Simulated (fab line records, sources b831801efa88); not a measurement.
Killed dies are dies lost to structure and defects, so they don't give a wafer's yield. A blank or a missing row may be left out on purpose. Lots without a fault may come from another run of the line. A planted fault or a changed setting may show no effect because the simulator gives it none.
fab line records | flow sky130
record lots=12 wafers=36 last_day=50
route steps=708 shown VIA1@478 VIA4@657 METAL5@675 PAD_OPEN@708
lots that met no fault: from a run of the same line without faults
start_h: hours from the record's first day to the start of the lot's first wafer shown | wait_h: hours since the lot's step before | " the same as in the row above | L1.1+2: a row that stands for several wafers | - no value, or no start given | * or withheld: withheld | < > ~ a bound
route shown NAME@n: a module of which the file shows steps, and the number in the route of the first | usual: mean/standard deviation of fault-free wafers | same: alike in all rows | chamber/n: place in a boat | sites: the reading at each site | _std_site: their standard deviation | _edge_site: outer sites' mean less inner sites' | radius_mm: how far each site lies from the wafer's centre | mask NAME#n: copy n | behind: the tool/chamber that last shaped the wafer | hold: why the lot was held/for how many hours/how that ended | device: the transistor (n, p or np) that didn't switch | end of line: the same wafers' tests at the end of the route | a step without rows: its recipe alone | killed: dies lost to structure and defects at the first sort, not the wafer's yield | map: a wafer's dies, x killed, . not, _ none there
set.NAME: the setting as run; set.NAME@STEP: as run at that earlier step | model.NAME: the simulator's own value behind a step, which no gauge read
steps of the route over a sample of lots; a table a step, a row a wafer
services: from which hour (start_h, from the record's first day; less than 0 if before it) a tool's chamber was out of use, for how many hours, and why
## steps
# step SKY_VIA1_SPUTTER_20
# recipe material=TiN target_thk_nm=20 chamber_pressure_pa=5 power_w=4000 time_s=80
# usual throttle_valve_pct=30.1/1.1
# columns lot.wafer tool chamber start_h wait_h throttle_valve_pct
L634.2 pvd_sputter-04 - 792.70 0.0 30.3
L634.3 " - " " 30.0
L634.6 " - " " 30.5
L635.3 pvd_sputter-04 - 801.91 0.0 30.0
L635.5 " - " " 32.3
L635.6 " - " " 30.1
L636.1 pvd_sputter-02 - 811.06 0.0 28.5
L636.3 " - " " 28.2
L636.4 " - " " 29.9
L637.2 pvd_sputter-04 - 820.32 0.0 30.2
L637.4 " - " " 30.6
L637.6 " - " " 29.6
L639.2 pvd_sputter-03 - 820.94 0.0 29.4
L639.3 " - " " 30.1
L639.6 " - " " 30.2
L638.3 pvd_sputter-03 - 823.92 0.0 29.7
L638.4 " - " " 29.4
L638.5 " - " " 30.3
L641.2 pvd_sputter-02 - 840.58 0.0 29.4
L641.3 " - " " 28.5
L641.6 " - " " 28.5
L640.2 pvd_sputter-03 - 843.13 0.0 29.4
L640.3 " - " " 29.6
L640.4 " - " " 30.0
L647.1 pvd_sputter-03 - 889.19 0.0 31.6
L647.4 " - " " 29.7
L647.6 " - " " 29.5
L649.2 pvd_sputter-03 - 905.91 0.0 29.3
L649.4 " - " " 30.3
L649.6 " - " " 29.4
L652.2 pvd_sputter-04 - 927.77 0.0 32.6
L652.4 " - " " 29.6
L652.6 " - " " 29.9
L656.1 pvd_sputter-04 - 952.41 0.0 32.5
L656.3 " - " " 29.7
L656.4 " - " " 30.5
# step SKY_VIA4_CVD_18
# recipe material=W target_thk_nm=505 time_s=152.14 temp_c=400 pressure_torr=40
# usual heater_power_w=776/32
# columns lot.wafer tool chamber start_h wait_h heater_power_w
L634.2 cvd_w-01 1 1004.69 0.0 833
L634.3 " 1 " " 820
L634.6 " 0 " " 754
L635.3 cvd_w-02 1 1013.25 0.1 767
L635.5 " 1 " " 756
L635.6 " 0 " " 747
L636.1 cvd_w-01 0 1021.32 0.0 775
L636.3 " 0 " " 760
L636.4 " 1 " " 815
L637.2 cvd_w-01 1 1030.14 0.1 834
L637.4 " 1 " " 852
L637.6 " 1 " " 807
L639.2 cvd_w-02 1 1030.30 0.0 741
L639.3 " 1 " " 751
L639.6 " 0 " " 748
L638.3 cvd_w-01 1 1033.71 0.1 800
L638.4 " 1 " " 819
L638.5 " 1 " " 827
L641.2 cvd_w-02 1 1045.73 0.0 749
L641.3 " 1 " " 751
L641.6 " 0 " " 755
L640.2 cvd_w-02 0 1050.29 0.0 763
L640.3 " 0 " " 768
L640.4 " 1 " " 757
L647.1 cvd_w-01 1 1088.26 0.0 837
L647.4 " 0 " " 771
L647.6 " 0 " " 763
L649.2 cvd_w-01 0 1099.76 0.0 770
L649.4 " 0 " " 767
L649.6 " 1 " " 843
L652.2 cvd_w-02 1 1119.06 0.0 758
L652.4 " 1 " " 760
L652.6 " 1 " " 763
L656.1 cvd_w-01 1 1138.95 0.0 839
L656.3 " 1 " " 832
L656.4 " 0 " " 762
# step SKY_VIA4_THK_MEAS_20
# recipe thk_meas_gauge=xrf reads=W_of_VIA4_CVD_18
# usual VIA4_W_THK=508/5.7
# columns lot.wafer tool chamber start_h wait_h VIA4_W_THK[nm]
L634.2 film_metro-02 - 1004.97 0.1 499
L634.3 " - " " 508
L634.6 " - " " 505
L635.3 film_metro-02 - 1013.49 0.1 505
L635.5 " - " " 504
L635.6 " - " " 500
L636.1 film_metro-04 - 1021.59 0.1 513
L636.3 " - " " 511
L636.4 " - " " 513
L637.2 film_metro-02 - 1030.52 0.1 515
L637.4 " - " " 509
L637.6 " - " " 510
L639.2 film_metro-04 - 1030.58 0.1 505
L639.3 " - " " 506
L639.6 " - " " 509
L638.3 film_metro-04 - 1034.05 0.1 513
L638.4 " - " " 513
L638.5 " - " " 509
L641.2 film_metro-03 - 1046.01 0.1 511
L641.3 " - " " 505
L641.6 " - " " 513
L640.2 film_metro-04 - 1050.57 0.1 506
L640.3 " - " " 512
L640.4 " - " " 496
L647.1 film_metro-04 - 1088.53 0.1 505
L647.4 " - " " 511
L647.6 " - " " 498
L649.2 film_metro-03 - 1100.05 0.1 508
L649.4 " - " " 503
L649.6 " - " " 512
L652.2 film_metro-02 - 1119.34 0.1 500
L652.4 " - " " 501
L652.6 " - " " 501
L656.1 film_metro-02 - 1139.22 0.1 503
L656.3 " - " " 507
L656.4 " - " " 507
# step SKY_METAL5_DESCUM_14
# recipe chemistry=O2 source_power_w=150 bias_power_w=0 pressure_mtorr=10 temp_c=40 time_s=11
# usual chamber_pressure_mTorr=9.999/0.0084 drypump_motor_current_A=5.5/0.53 he_backside_leak_sccm=3.40/0.28 oes_product_au=0.997/0.0081
# columns lot.wafer tool chamber start_h wait_h chamber_pressure_mTorr drypump_motor_current_A he_backside_leak_sccm oes_product_au rf_hours_counter_h
L634.2 rie_metal-01 0 1028.23 0.1 10.006 5.5 3.73 1.006 15
L634.3 " 1 " " 10.004 5.4 3.60 1.005 -
L634.6 " 1 " " 10.007 5.4 3.60 1.006 -
L635.3 rie_metal-04 1 1036.67 0.1 10.009 5.3 3.27 0.999 -
L635.5 " 1 " " 10.005 5.3 3.34 1.003 -
L635.6 " 0 " " 9.999 6.6 3.55 1.002 -
L636.1 rie_metal-01 1 1044.40 0.1 10.002 5.4 3.54 1.000 13
L636.3 " 0 " " 10.001 5.5 3.50 1.007 -
L636.4 " 1 " " 9.987 5.4 3.57 1.001 -
L637.2 rie_metal-04 1 1052.73 0.1 9.995 5.2 3.31 1.005 19
L637.4 " 1 " " 10.007 5.2 3.33 1.006 -
L637.6 " 1 " " 10.000 5.2 3.38 1.003 -
L639.2 rie_metal-01 0 1053.20 0.1 9.992 5.5 3.73 1.012 17
L639.3 " 1 " " 9.994 5.4 3.64 1.001 -
L639.6 " 0 " " 10.003 5.6 3.56 0.992 -
L638.3 rie_metal-04 0 1056.41 0.1 9.997 6.6 3.65 1.006 -
L638.4 " 1 " " 9.984 5.3 3.20 1.001 -
L638.5 " 0 " " 9.985 6.6 3.28 1.007 -
L641.2 rie_metal-02 0 1068.54 0.1 10.001 5.4 3.20 0.996 -
L641.3 " 0 " " 10.004 5.4 3.25 0.993 -
L641.6 " 0 " " 10.008 5.4 3.41 1.003 -
L640.2 rie_metal-02 0 1072.00 0.1 9.998 5.4 3.07 1.001 -
L640.3 " 0 " " 10.017 5.4 3.08 0.997 -
L640.4 " 0 " " 10.012 5.4 5.74 0.998 -
L647.1 rie_metal-04 1 1108.29 0.1 9.997 5.3 3.41 0.999 23
L647.4 " 1 " " 9.996 5.3 3.50 0.997 -
L647.6 " 0 " " 10.004 6.6 3.76 0.989 -
L649.2 rie_metal-02 1 1120.48 0.1 10.010 4.8 3.40 0.988 2
L649.4 " 1 " " 10.001 4.8 3.21 0.991 -
L649.6 " 1 " " 9.992 4.8 3.24 0.989 -
L652.2 rie_metal-01 0 1138.74 0.1 10.012 5.5 3.49 1.011 23
L652.4 " 1 " " 10.003 5.4 3.57 1.004 -
L652.6 " 1 " " 10.002 5.4 3.50 1.007 -
L656.1 rie_metal-02 1 1157.73 0.1 9.999 4.8 3.11 0.983 6
L656.3 " 1 " " 9.989 4.8 3.14 1.000 -
L656.4 " 0 " " 10.000 5.4 3.22 0.997 -
# step SKY_PAD_OPEN_PROBE_99
# usual defect_limited_yield=82.6/1.9 killed_at_M0_to_M3=43/7 killed_at_M4_up=3.1/2 killed_at_contacts=24/5.3 killed_at_front_end=15/4.2 killed_at_other=0.4/0.66 killed_dies=86/9.5 killed_open=47/7.4 killed_short=38/6.2 sort_bin_3_pad_short=0.9/0.44 sort_bin_5_function=10.2/1.4 sort_bin_6_memory=6.4/1.1 sort_n_pass=406/9.5 sort_yield_pct=82.6/1.9
# same gross_dies=492 killed_at_back_side=0 sort_bin_4_leakage[%]=0 sort_bin_8_speed[%]=0
# columns lot.wafer tool chamber start_h wait_h hold defect_limited_yield[%] killed_at_M0_to_M3 killed_at_M4_up killed_at_contacts killed_at_front_end killed_at_other killed_dies killed_open killed_short sort_bin_3_pad_short[%] sort_bin_5_function[%] sort_bin_6_memory[%] sort_n_pass sort_yield_pct[%]
L634.2 prober-01 - 1074.82 0.1 - 82.3 44 7 27 9 0 87 41 46 2.2 8.3 7.1 405 82.3
L634.3 prober-01 - 1074.87 0.2 - 82.5 45 6 23 12 0 86 48 38 0.8 9.6 7.1 406 82.5
L634.6 prober-01 - 1075.02 0.2 - 83.7 45 2 19 14 0 80 54 26 0.6 8.7 6.9 412 83.7
L635.3 prober-02 - 1083.01 0.2 - 84.3 37 6 20 14 0 77 42 35 1.6 7.3 6.7 415 84.3
L635.5 prober-02 - 1083.11 0.2 - 81.5 40 3 22 26 0 91 46 45 1.2 11.8 5.5 401 81.5
L635.6 prober-02 - 1083.16 0.2 - 83.3 43 7 20 12 0 82 37 44 0.8 8.1 7.7 410 83.3
L636.1 prober-01 - 1090.78 0.1 - 82.9 42 3 23 16 0 84 44 39 1.4 7.9 7.7 408 82.9
L636.3 prober-01 - 1090.88 0.2 - 79.1 55 1 34 13 0 103 57 46 1.0 12.0 7.9 389 79.1
L636.4 prober-01 - 1090.93 0.2 - 83.5 48 2 20 11 0 81 50 31 0.4 10.4 5.7 411 83.5
L637.2 prober-02 - 1097.20 0.1 - 83.1 32 3 30 18 0 83 39 44 0.6 10.0 6.3 409 83.1
L637.4 prober-02 - 1097.30 0.2 - 85.0 40 1 15 17 1 74 39 33 1.0 8.5 5.5 418 85.0
L637.6 prober-02 - 1097.40 0.2 - 84.6 49 1 12 13 1 76 37 38 0.4 9.1 5.9 416 84.6
L639.2 prober-01 - 1098.44 0.1 - 81.3 39 3 36 14 0 92 50 42 0.8 10.8 7.1 400 81.3
L639.3 prober-01 - 1098.49 0.2 - 78.7 52 1 33 19 0 105 50 55 1.4 13.2 6.7 387 78.7
L639.6 prober-01 - 1098.64 0.2 - 84.8 41 2 21 11 0 75 44 31 0.4 9.8 5.1 417 84.8
L638.3 prober-02 - 1101.80 0.2 - 81.7 50 5 20 15 0 90 50 40 1.6 9.8 6.9 402 81.7
L638.4 prober-02 - 1101.85 0.2 - 79.9 46 6 23 24 0 99 50 48 1.2 12.2 6.7 393 79.9
L638.5 prober-02 - 1101.90 0.2 - 82.7 48 4 22 10 1 85 44 41 0.4 10.6 6.3 407 82.7
L641.2 prober-01 - 1113.99 0.1 - 85.2 34 6 26 6 1 73 44 29 0 7.1 7.7 419 85.2
L641.3 prober-01 - 1114.04 0.2 - 85.4 34 3 19 16 0 72 31 40 1.8 6.9 5.9 420 85.4
L641.6 prober-01 - 1114.19 0.2 - 81.3 45 4 27 16 0 92 61 31 1.6 10.0 7.1 400 81.3
L640.2 prober-02 - 1115.94 0.1 - 83.9 47 6 19 7 0 79 45 34 0.4 9.1 6.5 413 83.9
L640.3 prober-02 - 1115.99 0.2 - 78.0 52 6 32 18 0 108 58 48 0.8 12.0 9.1 384 78.0
L640.4 prober-02 - 1116.04 0.2 - 81.5 54 3 19 15 0 91 46 43 1.2 10.6 6.7 401 81.5
L647.1 prober-01 - 1150.07 0.1 await_dispo/3.5h/release 77.6 79 2 14 15 0 110 40 23 3.0 12.2 7.1 382 77.6
L647.4 prober-01 - 1150.22 0.2 await_dispo/3.5h/release 76.8 77 3 25 8 1 114 45 27 1.6 15.2 6.3 378 76.8
L647.6 prober-01 - 1150.32 0.2 await_dispo/3.5h/release 77.0 78 7 21 7 0 113 39 32 1.8 16.1 5.1 379 77.0
L649.2 prober-01 - 1160.69 0.1 await_dispo/3.7h/release 74.2 80 1 31 15 0 127 46 42 2.4 16.7 6.7 365 74.2
L649.4 prober-01 - 1160.79 0.2 await_dispo/3.7h/release 76.8 79 1 21 13 0 114 42 39 3.3 14.2 5.7 378 76.8
L649.6 prober-01 - 1160.89 0.2 await_dispo/3.7h/release 74.4 91 0 24 11 0 126 39 30 3.0 16.7 5.9 366 74.4
L652.2 prober-02 - 1177.40 0.1 - 80.7 42 3 33 17 0 95 52 42 0.8 12.6 5.9 397 80.7
L652.4 prober-02 - 1177.50 0.2 - 81.7 57 3 18 11 1 90 47 43 0.8 10.2 7.3 402 81.7
L652.6 prober-02 - 1177.60 0.2 - 84.6 40 2 17 17 0 76 33 40 1.2 8.5 5.7 416 84.6
L656.1 prober-02 - 1193.52 0.1 - 82.7 43 1 24 17 0 85 46 39 0.8 10.2 6.3 407 82.7
L656.3 prober-02 - 1193.62 0.2 - 82.7 46 0 21 17 1 85 47 38 0.4 11.0 5.9 407 82.7
L656.4 prober-02 - 1193.67 0.2 - 84.6 37 0 19 19 1 76 42 34 1.0 9.8 4.7 416 84.6
# killed by level:class
L634.2 CONTACT:geometric_particle:open=11 CONTACT:geometric_particle:short=8 METAL1:geometric_particle:short=7 VIA1:geometric_particle:open=7 VIA2:geometric_particle:open=7 LI_CONTACT:geometric_particle:open=6 METAL2:geometric_particle:short=6 VIA1:geometric_particle:short=5
L634.3 LI_CONTACT:geometric_particle:open=10 VIA1:geometric_particle:open=8 METAL4:geometric_particle:short=6 VIA3:geometric_particle:open=6 LI_CONTACT:geometric_particle:short=5 METAL1:geometric_particle:open=5 METAL2:geometric_particle:short=5 VIA2:geometric_particle:open=5
L634.6 VIA1:geometric_particle:open=15 CONTACT:geometric_particle:open=9 VIA2:geometric_particle:open=9 LI_CONTACT:geometric_particle:open=7 FIELD_ISO:geometric_particle:open=5 METAL2:geometric_particle:short=5 FIELD_ISO:geometric_particle:short=4 METAL3:geometric_particle:short=3
L635.3 VIA1:geometric_particle:open=10 CONTACT:geometric_particle:open=9 VIA3:geometric_particle:open=7 CONTACT:geometric_particle:short=7 METAL2:geometric_particle:short=6 POLY_GATE:geometric_particle:short=4 METAL4:geometric_particle:short=4 VIA1:geometric_particle:short=4
L635.5 VIA1:geometric_particle:open=11 POLY_GATE:geometric_particle:short=7 LI_CONTACT:geometric_particle:open=7 CONTACT:geometric_particle:open=7 FIELD_ISO:geometric_particle:short=6 METAL1:geometric_particle:short=5 VIA2:geometric_particle:open=5 FIELD_ISO:geometric_particle:open=4
L635.6 LI_CONTACT:geometric_particle:open=6 METAL1:geometric_particle:short=6 VIA3:geometric_particle:open=6 LOCAL_INTERCONNECT:geometric_particle:short=5 METAL2:geometric_particle:short=5 VIA2:geometric_particle:open=5 VIA2:geometric_particle:short=5 FIELD_ISO:geometric_particle:short=4
L636.1 VIA1:geometric_particle:open=10 CONTACT:geometric_particle:open=8 LI_CONTACT:geometric_particle:open=6 VIA1:geometric_particle:short=6 VIA2:geometric_particle:open=5 FIELD_ISO:geometric_particle:open=4 CONTACT:geometric_particle:short=4 FIELD_ISO:geometric_particle:short=3
L636.3 VIA1:geometric_particle:open=16 CONTACT:geometric_particle:open=14 VIA3:geometric_particle:open=9 LI_CONTACT:geometric_particle:short=7 LI_CONTACT:geometric_particle:open=7 METAL3:geometric_particle:short=7 VIA1:geometric_particle:short=6 FIELD_ISO:geometric_particle:short=5
L636.4 VIA1:geometric_particle:open=16 CONTACT:geometric_particle:open=6 METAL1:geometric_particle:short=6 VIA3:geometric_particle:open=6 LOCAL_INTERCONNECT:geometric_particle:short=5 VIA2:geometric_particle:open=5 METAL3:geometric_particle:short=5 FIELD_ISO:geometric_particle:open=4
L637.2 CONTACT:geometric_particle:open=9 METAL1:geometric_particle:short=8 VIA1:geometric_particle:open=7 CONTACT:geometric_particle:short=6 FIELD_ISO:geometric_particle:open=5 LI_CONTACT:geometric_particle:open=5 METAL2:geometric_particle:short=5 LOCAL_INTERCONNECT:geometric_particle:short=5
L637.4 VIA1:geometric_particle:open=10 METAL1:geometric_particle:short=6 LI_CONTACT:geometric_particle:open=5 METAL2:geometric_particle:short=5 POLY_GATE:geometric_particle:open=4 FIELD_ISO:geometric_particle:open=4 POLY_GATE:geometric_particle:short=4 CONTACT:geometric_particle:open=4
L637.6 VIA3:geometric_particle:open=8 METAL2:geometric_particle:short=7 VIA1:geometric_particle:open=6 VIA2:geometric_particle:open=6 VIA2:geometric_particle:short=5 FIELD_ISO:geometric_particle:open=4 METAL1:geometric_particle:short=4 VIA1:geometric_particle:short=4
L639.2 LI_CONTACT:geometric_particle:open=14 CONTACT:geometric_particle:short=9 CONTACT:geometric_particle:open=9 VIA2:geometric_particle:open=8 VIA1:geometric_particle:open=7 VIA1:geometric_particle:short=5 FIELD_ISO:geometric_particle:short=4 POLY_GATE:geometric_particle:short=4
L639.3 VIA1:geometric_particle:short=12 VIA1:geometric_particle:open=12 POLY_GATE:geometric_particle:open=8 LI_CONTACT:geometric_particle:open=8 CONTACT:geometric_particle:short=8 CONTACT:geometric_particle:open=8 METAL2:geometric_particle:short=6 FIELD_ISO:geometric_particle:short=5
L639.6 CONTACT:geometric_particle:open=10 VIA1:geometric_particle:short=9 VIA1:geometric_particle:open=8 LI_CONTACT:geometric_particle:open=6 POLY_GATE:geometric_particle:open=5 VIA2:geometric_particle:open=5 VIA3:geometric_particle:open=4 CONTACT:geometric_particle:short=4
L638.3 VIA1:geometric_particle:open=14 CONTACT:geometric_particle:open=9 VIA1:geometric_particle:short=9 VIA2:geometric_particle:open=8 FIELD_ISO:geometric_particle:open=5 CONTACT:geometric_particle:short=5 VIA3:geometric_particle:open=5 FIELD_ISO:geometric_particle:short=4
L638.4 VIA2:geometric_particle:open=10 POLY_GATE:geometric_particle:short=7 VIA1:geometric_particle:open=7 CONTACT:geometric_particle:short=6 POLY_GATE:geometric_particle:open=6 METAL2:geometric_particle:short=6 FIELD_ISO:geometric_particle:short=5 LI_CONTACT:geometric_particle:open=5
L638.5 VIA1:geometric_particle:open=13 VIA2:geometric_particle:open=7 VIA3:geometric_particle:open=7 METAL2:geometric_particle:short=6 LI_CONTACT:geometric_particle:open=5 LOCAL_INTERCONNECT:geometric_particle:short=5 CONTACT:geometric_particle:short=4 CONTACT:geometric_particle:open=4
L641.2 CONTACT:geometric_particle:open=13 VIA1:geometric_particle:open=10 METAL2:geometric_particle:short=7 LI_CONTACT:geometric_particle:open=5 METAL4:geometric_particle:short=5 CONTACT:geometric_particle:short=4 VIA3:geometric_particle:open=4 LI_CONTACT:geometric_particle:short=3
L641.3 FIELD_ISO:geometric_particle:short=6 CONTACT:geometric_particle:open=6 VIA1:geometric_particle:open=6 METAL2:geometric_particle:short=6 VIA3:geometric_particle:open=5 LOCAL_INTERCONNECT:geometric_particle:short=4 VIA1:geometric_particle:short=4 VIA2:geometric_particle:open=4
L641.6 VIA1:geometric_particle:open=11 LI_CONTACT:geometric_particle:open=10 CONTACT:geometric_particle:open=9 VIA2:geometric_particle:open=7 FIELD_ISO:geometric_particle:open=5 VIA3:geometric_particle:open=5 VIA1:geometric_particle:short=5 POLY_GATE:geometric_particle:short=4
L640.2 VIA1:geometric_particle:open=16 CONTACT:geometric_particle:open=8 VIA3:geometric_particle:open=7 VIA2:geometric_particle:open=7 METAL4:geometric_particle:short=5 LOCAL_INTERCONNECT:geometric_particle:short=4 CONTACT:geometric_particle:short=4 METAL1:geometric_particle:short=4
L640.3 CONTACT:geometric_particle:open=14 VIA1:geometric_particle:open=12 LOCAL_INTERCONNECT:geometric_particle:short=9 VIA1:geometric_particle:short=9 POLY_GATE:geometric_particle:open=6 LI_CONTACT:geometric_particle:open=6 VIA2:geometric_particle:open=6 VIA2:geometric_particle:short=6
L640.4 VIA1:geometric_particle:open=10 VIA2:geometric_particle:open=9 VIA3:geometric_particle:open=9 CONTACT:geometric_particle:open=8 METAL1:geometric_particle:short=7 FIELD_ISO:geometric_particle:short=5 VIA2:geometric_particle:short=5 LI_CONTACT:geometric_particle:open=4
L647.1 VIA1:unspecified=47 VIA1:geometric_particle:open=8 VIA3:geometric_particle:open=7 CONTACT:geometric_particle:open=6 VIA2:geometric_particle:open=6 LI_CONTACT:geometric_particle:open=5 POLY_GATE:geometric_particle:open=4 METAL1:geometric_particle:short=4
L647.4 VIA1:unspecified=41 CONTACT:geometric_particle:open=8 VIA1:geometric_particle:open=8 LI_CONTACT:geometric_particle:open=7 METAL1:geometric_particle:short=6 VIA3:geometric_particle:open=6 VIA2:geometric_particle:open=4 POLY_GATE:geometric_particle:open=3
L647.6 VIA1:unspecified=42 CONTACT:geometric_particle:open=11 VIA1:geometric_particle:open=6 METAL2:geometric_particle:short=6 VIA2:geometric_particle:open=5 VIA3:geometric_particle:open=5 FIELD_ISO:geometric_particle:open=4 CONTACT:geometric_particle:short=4
L649.2 VIA1:unspecified=39 LI_CONTACT:geometric_particle:open=9 CONTACT:geometric_particle:open=9 VIA2:geometric_particle:open=7 VIA3:geometric_particle:open=6 METAL1:geometric_particle:short=6 VIA1:geometric_particle:short=6 VIA1:geometric_particle:open=5
L649.4 VIA1:unspecified=33 VIA2:geometric_particle:open=9 LI_CONTACT:geometric_particle:open=8 VIA1:geometric_particle:open=8 METAL1:geometric_particle:short=7 VIA3:geometric_particle:short=6 FIELD_ISO:geometric_particle:short=5 CONTACT:geometric_particle:open=5
L649.6 VIA1:unspecified=57 VIA3:geometric_particle:open=8 LI_CONTACT:geometric_particle:open=7 CONTACT:geometric_particle:short=7 CONTACT:geometric_particle:open=7 VIA1:geometric_particle:open=4 VIA2:geometric_particle:short=4 VIA2:geometric_particle:open=4
L652.2 LI_CONTACT:geometric_particle:open=17 VIA2:geometric_particle:open=10 CONTACT:geometric_particle:short=7 VIA3:geometric_particle:open=6 FIELD_ISO:geometric_particle:short=5 POLY_GATE:geometric_particle:short=5 VIA1:geometric_particle:short=5 VIA1:geometric_particle:open=5
L652.4 VIA1:geometric_particle:open=10 METAL2:geometric_particle:short=8 METAL3:geometric_particle:short=8 VIA3:geometric_particle:open=7 LI_CONTACT:geometric_particle:open=6 CONTACT:geometric_particle:open=6 METAL1:geometric_particle:short=6 VIA2:geometric_particle:open=5
L652.6 VIA1:geometric_particle:short=8 METAL1:geometric_particle:short=6 VIA1:geometric_particle:open=6 CONTACT:geometric_particle:short=5 CONTACT:geometric_particle:open=5 VIA2:geometric_particle:open=5 POLY_GATE:geometric_particle:short=4 POLY_GATE:geometric_particle:open=4
L656.1 VIA1:geometric_particle:open=11 CONTACT:geometric_particle:open=9 VIA1:geometric_particle:short=8 METAL2:geometric_particle:short=6 CONTACT:geometric_particle:short=5 VIA3:geometric_particle:open=5 VIA2:geometric_particle:open=4 FIELD_ISO:geometric_particle:open=4
L656.3 VIA1:geometric_particle:open=16 LI_CONTACT:geometric_particle:open=11 FIELD_ISO:geometric_particle:short=9 METAL1:geometric_particle:short=6 VIA3:geometric_particle:open=5 FIELD_ISO:geometric_particle:open=4 CONTACT:geometric_particle:open=4 METAL2:geometric_particle:short=4
L656.4 VIA1:geometric_particle:open=11 LI_CONTACT:geometric_particle:open=6 VIA3:geometric_particle:open=6 CONTACT:geometric_particle:open=5 VIA1:geometric_particle:short=5 FIELD_ISO:geometric_particle:short=4 VIA2:geometric_particle:open=4 FIELD_ISO:geometric_particle:open=4
## services
# columns tool chamber start_h hours kind
cvd_w-01 0 773.90 13.0 repair
cvd_w-02 - 797.33 1.4 repair
cvd_w-02 0 811.18 2.8 repair
pvd_sputter-04 - 816.39 3.8 repair
cvd_w-02 - 821.80 0.6 repair
pvd_sputter-03 - 824.07 3.8 repair
cvd_w-02 0 826.40 4.9 repair
cvd_w-01 0 838.66 11.6 repair
cvd_w-01 - 847.17 3.1 repair
rie_metal-01 0 861.09 6.1 repair
rie_metal-02 - 871.95 1.4 pm
cvd_w-01 - 874.68 2.0 repair
cvd_w-02 0 881.27 8.7 repair
cvd_w-02 - 904.14 14.0 pm
rie_metal-02 1 908.73 5.3 repair
rie_metal-02 - 911.45 2.8 pm
cvd_w-02 - 940.97 0.4 repair
pvd_sputter-03 - 942.61 3.5 repair
pvd_sputter-04 - 994.29 6.0 repair
cvd_w-01 - 1012.68 6.0 pm
cvd_w-01 0 1026.83 12.4 repair
pvd_sputter-03 - 1070.25 6.2 repair
cvd_w-02 0 1078.69 5.4 repair
cvd_w-01 0 1124.81 4.3 repair
## key
first_sign step=SKY_PAD_OPEN_PROBE_99 reading=killed_at_M0_to_M3 direction=up sigmas=5.4 usual=43 struck=81
effect step=SKY_PAD_OPEN_PROBE_99 reading=sort_bin_3_pad_short direction=up sigmas=3.8 usual=0.9 struck=2.5 wafers_moved=5
met_at SKY_VIA1_SPUTTER_20
struck_lots L647,L649
not_acting_at SKY_VIA4_CVD_18,SKY_VIA4_THK_MEAS_20,SKY_METAL5_DESCUM_14
onset_between 843.13 889.19
fault kind=chamber_particle_source tool=pvd_sputter-03 chamber=- onset_h=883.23 steps=SKY_VIA1_SPUTTER_20 rate_per_visit_cm2=0.81674 end_h=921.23
